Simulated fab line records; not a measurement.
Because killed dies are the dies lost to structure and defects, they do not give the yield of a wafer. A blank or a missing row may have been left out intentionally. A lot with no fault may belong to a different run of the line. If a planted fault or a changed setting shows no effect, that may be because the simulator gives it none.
Which of the tools did it? || flow gf180mcu || Sampling: 13 lots, 39 wafers, 5 of 602 route steps

== WHAT THE GAUGES SHOWED, per wafer ==
GF_MVPSD_OVL_MEAS_07.
{"lot": "L821", "measured": "day 5 06:16", "on": "overlay-01", "MVPSD_OVL (nm)": "-0.9 0.2 -0.5"}
{"lot": "L822", "measured": "day 5 10:14", "on": "overlay-01", "MVPSD_OVL (nm)": "2.8 1.9 0.2"}
{"lot": "L824", "measured": "day 6 02:14", "on": "overlay-02", "MVPSD_OVL (nm)": "-0.7 -1.3 -0.1"}
{"lot": "L826", "measured": "day 6 07:53", "on": "overlay-02", "MVPSD_OVL (nm)": "0.3 -1.2 -0.2"}
{"lot": "L829", "measured": "day 6 22:38", "on": "overlay-02", "MVPSD_OVL (nm)": "-1.1 -1.6 -0.1"}
{"lot": "L832", "measured": "day 7 19:05", "on": "overlay-01", "MVPSD_OVL (nm)": "0.5 -1.2 0.9"}
{"lot": "L833", "measured": "day 8 02:08", "on": "overlay-01", "MVPSD_OVL (nm)": "-3.2 -1.1 -2.8"}
{"lot": "L836", "measured": "day 8 19:47", "on": "overlay-02", "MVPSD_OVL (nm)": "-1.6 -2.3 1.1"}
{"lot": "L837", "measured": "day 9 02:11", "on": "overlay-01", "MVPSD_OVL (nm)": "2.4 -0.5 0.2"}
{"lot": "L839", "measured": "day 9 13:08", "on": "overlay-01", "MVPSD_OVL (nm)": "-0.3 -0.1 0.7"}
{"lot": "L841", "measured": "day 9 21:26", "on": "overlay-01", "MVPSD_OVL (nm)": "-2.9 -2.0 -1.0"}
{"lot": "L843", "measured": "day 10 11:41", "on": "overlay-01", "MVPSD_OVL (nm)": "-2.0 -0.6 -1.2"}
{"lot": "L844", "measured": "day 10 17:47", "on": "overlay-02", "MVPSD_OVL (nm)": "-2.4 -1.1 -0.7"}

GF_POLY_GATE_THK_MEAS_01.
{"lot": "L821", "measured": "day 8 17:16", "on": "film-metro-04", "POLY_GATE_CVD_00_THK (nm)": "199.9 201.0 199.2"}
{"lot": "L822", "measured": "day 9 00:55", "on": "film-metro-04", "POLY_GATE_CVD_00_THK (nm)": "200.8 202.2 202.3"}
{"lot": "L824", "measured": "day 9 17:26", "on": "film-metro-01", "POLY_GATE_CVD_00_THK (nm)": "201.4 202.7 201.7"}
{"lot": "L826", "measured": "day 9 22:46", "on": "film-metro-01", "POLY_GATE_CVD_00_THK (nm)": "197.3 198.4 197.8"}
{"lot": "L829", "measured": "day 10 16:19", "on": "film-metro-01", "POLY_GATE_CVD_00_THK (nm)": "198.5 197.5 200.2"}
{"lot": "L832", "measured": "day 11 15:40", "on": "film-metro-01", "POLY_GATE_CVD_00_THK (nm)": "202.6 201.4 202.3"}
{"lot": "L833", "measured": "day 12 01:22", "on": "film-metro-02", "POLY_GATE_CVD_00_THK (nm)": "200.5 201.8 199.9"}
{"lot": "L836", "measured": "day 12 22:43", "on": "film-metro-02", "POLY_GATE_CVD_00_THK (nm)": "201.0 199.8 199.7"}
{"lot": "L837", "measured": "day 13 04:22", "on": "film-metro-02", "POLY_GATE_CVD_00_THK (nm)": "200.4 200.6 201.8"}
{"lot": "L839", "measured": "day 13 18:46", "on": "film-metro-04", "POLY_GATE_CVD_00_THK (nm)": "200.2 198.8 200.3"}
{"lot": "L841", "measured": "day 14 04:08", "on": "film-metro-01", "POLY_GATE_CVD_00_THK (nm)": "196.9 198.2 197.4"}
{"lot": "L843", "measured": "day 14 19:32", "on": "film-metro-02", "POLY_GATE_CVD_00_THK (nm)": "200.3 200.6 200.9"}
{"lot": "L844", "measured": "day 15 02:50", "on": "film-metro-02", "POLY_GATE_CVD_00_THK (nm)": "202.1 201.5 201.2"}

GF_POLY_GATE_CD_MEAS_10: the cd target is 280 nm.
{"lot": "L821", "measured": "day 9 09:46", "on": "cd-sem-02", "cd-nm (nm)": "279.3 278.4 278.4"}
{"lot": "L822", "measured": "day 9 18:16", "on": "cd-sem-02", "cd-nm (nm)": "278.5 279.6 279.9"}
{"lot": "L824", "measured": "day 10 10:41", "on": "cd-sem-01", "cd-nm (nm)": "281.7 281.0 280.8"}
{"lot": "L826", "measured": "day 10 16:51", "on": "cd-sem-02", "cd-nm (nm)": "278.9 278.7 278.0"}
{"lot": "L829", "measured": "day 11 10:39", "on": "cd-sem-01", "cd-nm (nm)": "281.1 279.7 279.1"}
{"lot": "L832", "measured": "day 12 10:46", "on": "cd-sem-01", "cd-nm (nm)": "280.0 280.2 279.3"}
{"lot": "L833", "measured": "day 12 20:23", "on": "cd-sem-01", "cd-nm (nm)": "279.5 281.3 280.6"}
{"lot": "L836", "measured": "day 13 18:35", "on": "cd-sem-01", "cd-nm (nm)": "321.5 321.3 321.8"}
{"lot": "L837", "measured": "day 14 00:59", "on": "cd-sem-01", "cd-nm (nm)": "280.7 277.7 280.4"}
{"lot": "L839", "measured": "day 14 15:49", "on": "cd-sem-02", "cd-nm (nm)": "278.1 279.0 279.5"}
{"lot": "L841", "measured": "day 15 00:53", "on": "cd-sem-02", "cd-nm (nm)": "280.7 277.8 278.2"}
{"lot": "L843", "measured": "day 15 16:54", "on": "cd-sem-02", "cd-nm (nm)": "281.1 281.0 281.4"}
{"lot": "L844", "measured": "day 16 00:11", "on": "cd-sem-01", "cd-nm (nm)": "278.4 278.9 278.9"}

GF_POLY_GATE_OVL_MEAS_11.
{"lot": "L821", "measured": "day 9 09:53", "on": "overlay-01", "POLY_GATE_OVL (nm)": "5 -1 -2"}
{"lot": "L822", "measured": "day 9 18:23", "on": "overlay-01", "POLY_GATE_OVL (nm)": "-9 -12 -15"}
{"lot": "L824", "measured": "day 10 10:46", "on": "overlay-02", "POLY_GATE_OVL (nm)": "2 -7 7"}
{"lot": "L826", "measured": "day 10 16:56", "on": "overlay-01", "POLY_GATE_OVL (nm)": "7 -3 8"}
{"lot": "L829", "measured": "day 11 10:44", "on": "overlay-01", "POLY_GATE_OVL (nm)": "4 -1 3"}
{"lot": "L832", "measured": "day 12 10:52", "on": "overlay-01", "POLY_GATE_OVL (nm)": "5 0 2"}
{"lot": "L833", "measured": "day 12 20:28", "on": "overlay-01", "POLY_GATE_OVL (nm)": "2 3 -3"}
{"lot": "L836", "measured": "day 13 18:41", "on": "overlay-02", "POLY_GATE_OVL (nm)": "2 -13 -6"}
{"lot": "L837", "measured": "day 14 01:06", "on": "overlay-02", "POLY_GATE_OVL (nm)": "-21 -8 -7"}
{"lot": "L839", "measured": "day 14 15:54", "on": "overlay-01", "POLY_GATE_OVL (nm)": "-12 -9 -5"}
{"lot": "L841", "measured": "day 15 01:00", "on": "overlay-01", "POLY_GATE_OVL (nm)": "-17 -7 -10"}
{"lot": "L843", "measured": "day 15 17:01", "on": "overlay-02", "POLY_GATE_OVL (nm)": "-3 -3 3"}
{"lot": "L844", "measured": "day 16 00:18", "on": "overlay-01", "POLY_GATE_OVL (nm)": "-5 -16 -12"}

== WHAT TOOL EACH LOT RAN ON (gives the tool, then ch and the chambers of the sampled wafers, and finally the start) ==
{"lot": "L821", "GF_POLY_GATE_EXPOSE_07": "krf-scanner-01 ch 0, day 9 01:29"}
{"lot": "L822", "GF_POLY_GATE_EXPOSE_07": "krf-scanner-02 ch 0, day 9 09:32"}
{"lot": "L824", "GF_POLY_GATE_EXPOSE_07": "krf-scanner-01 ch 0, day 10 02:00"}
{"lot": "L826", "GF_POLY_GATE_EXPOSE_07": "krf-scanner-01 ch 0, day 10 07:38"}
{"lot": "L829", "GF_POLY_GATE_EXPOSE_07": "krf-scanner-01 ch 0, day 11 01:39"}
{"lot": "L832", "GF_POLY_GATE_EXPOSE_07": "krf-scanner-01 ch 0, day 12 01:17"}
{"lot": "L833", "GF_POLY_GATE_EXPOSE_07": "krf-scanner-01 ch 0, day 12 11:17"}
{"lot": "L836", "GF_POLY_GATE_EXPOSE_07": "krf-scanner-02 ch 0, day 13 08:40"}
{"lot": "L837", "GF_POLY_GATE_EXPOSE_07": "krf-scanner-02 ch 0, day 13 14:32"}
{"lot": "L839", "GF_POLY_GATE_EXPOSE_07": "krf-scanner-02 ch 0, day 14 05:09"}
{"lot": "L841", "GF_POLY_GATE_EXPOSE_07": "krf-scanner-02 ch 0, day 14 14:31"}
{"lot": "L843", "GF_POLY_GATE_EXPOSE_07": "krf-scanner-02 ch 0, day 15 06:17"}
{"lot": "L844", "GF_POLY_GATE_EXPOSE_07": "krf-scanner-02 ch 0, day 15 13:36"}
- GF_POLY_GATE_EXPOSE_07: exposes mask Poly2, target cd 280 nm.

== AS READ BY THE TOOLS THEMSELVES (means over the sampled wafers that have a number; for cases with no such wafer, the mark the record gives instead) ==
GF_POLY_GATE_EXPOSE_07.
{"lot": "L821", "tool": "krf-scanner-01", "exposure-dose-mJ-cm2": 28.04}
{"lot": "L822", "tool": "krf-scanner-02", "exposure-dose-mJ-cm2": 28.14}
{"lot": "L824", "tool": "krf-scanner-01", "exposure-dose-mJ-cm2": 28.02}
{"lot": "L826", "tool": "krf-scanner-01", "exposure-dose-mJ-cm2": 28.00}
{"lot": "L829", "tool": "krf-scanner-01", "exposure-dose-mJ-cm2": 27.98}
{"lot": "L832", "tool": "krf-scanner-01", "exposure-dose-mJ-cm2": 27.93}
{"lot": "L833", "tool": "krf-scanner-01", "exposure-dose-mJ-cm2": 28.01}
{"lot": "L836", "tool": "krf-scanner-02", "exposure-dose-mJ-cm2": 28.17}
{"lot": "L837", "tool": "krf-scanner-02", "exposure-dose-mJ-cm2": 28.09}
{"lot": "L839", "tool": "krf-scanner-02", "exposure-dose-mJ-cm2": 28.13}
{"lot": "L841", "tool": "krf-scanner-02", "exposure-dose-mJ-cm2": 28.14}
{"lot": "L843", "tool": "krf-scanner-02", "exposure-dose-mJ-cm2": 28.12}
{"lot": "L844", "tool": "krf-scanner-02", "exposure-dose-mJ-cm2": 28.12}

== THE ANSWER, worked out from the rows above alone ==
Rule: what is usual is taken from the lots themselves. The widest of any qualifying gaps counts: lots, ordered by their means at a reading, are off when they make up no more than a third of the lots, leave a main group of 4 or more, and stand apart from it by 3 or more times the standard deviation of that group's means. A main group whose means are all the same, to the digits that the tables above print for the reading, isn't used. Also off: a lot with no number at a reading for which 4 or more lots have one. All remaining lots with rows at the step are treated as sound. First the gauges in route order, then the tools' own readings, where a lot's mean is used as printed above. At the first step where some lot is off, the reading lying furthest off is the one used; lots without a number count as furthest.
Off at GF_POLY_GATE_CD_MEAS_10 (cd-nm): L836. For the main group the mean is 279.6 nm and the standard deviation 0.9.
If a tool, at a process step before that reading, ran all the lots that are off and no sound lot after the first of them, it fits. Those tools and the gauges at GF_POLY_GATE_CD_MEAS_10 are tried in the same way. Not one of the candidates tried fits.

== WHAT HAD BEEN PUT IN BY THE SIMULATOR ==
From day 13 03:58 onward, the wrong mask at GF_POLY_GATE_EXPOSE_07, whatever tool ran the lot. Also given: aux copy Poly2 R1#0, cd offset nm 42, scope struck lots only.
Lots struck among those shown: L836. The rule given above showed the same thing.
